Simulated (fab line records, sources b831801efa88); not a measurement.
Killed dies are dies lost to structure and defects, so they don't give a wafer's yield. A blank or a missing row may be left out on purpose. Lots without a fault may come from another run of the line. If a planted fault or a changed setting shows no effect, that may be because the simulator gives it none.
Matching of chambers | flow sky130 | SKY_FIELD_ISO_ETCH_14 on rie diel-02: 4 sister chambers
The step etches BARC in N2/H2, stops on SiO2, time 45.9 s, target depth 60 nm. 4 wafers are shown with their chamber, then 9 later ones without.

## WAFERS PAIRED WITH THEIR CHAMBERS
wafer  | chamber | drypump motor current A (A)
L078.4 | 0       | 6.0
L089.1 | 2       | 5.8
L091.3 | 3       | 5.5
L091.5 | 1       | 5.7

## WAFERS WHOSE CHAMBER IS MISSING
wafer  | drypump motor current A (A)
L092.2 | 5.4
L092.4 | 5.8
L092.6 | 5.9
L094.3 | 5.7
L094.4 | 5.5
L094.5 | 5.5
L096.1 | 5.8
L096.3 | 5.5
L096.6 | 5.5

## THE CHAMBER EACH PASSED THROUGH
wafer  | from the rows above     | in truth
L092.2 | 3                       | 3
L092.4 | 2                       | 2
L092.6 | can't be placed: 0 or 2 | 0
L094.3 | 1                       | 1
L094.4 | 3                       | 3
L094.5 | 3                       | 3
L096.1 | 2                       | 2
L096.3 | 3                       | 3
L096.6 | 3                       | 3
8 of 9 placed correctly. These rows do not allow placing 1 (true chamber among the candidates in 1). 0 placed wrongly.
How it was worked out, from the rows above alone: a wafer's distance from a chamber is the root of the sum, over the readings, of the square of ((its reading less the chamber's mean) divided by the reading's scatter). If the next closest chamber is less than 2 further off than the closest, the wafer can't be placed; otherwise it belongs to the closest. Each chamber's mean is taken over the wafers shown for it. The scatter: with one shown wafer a chamber, the root of the mean of the squares of how far each hidden wafer lies from its nearest shown one.
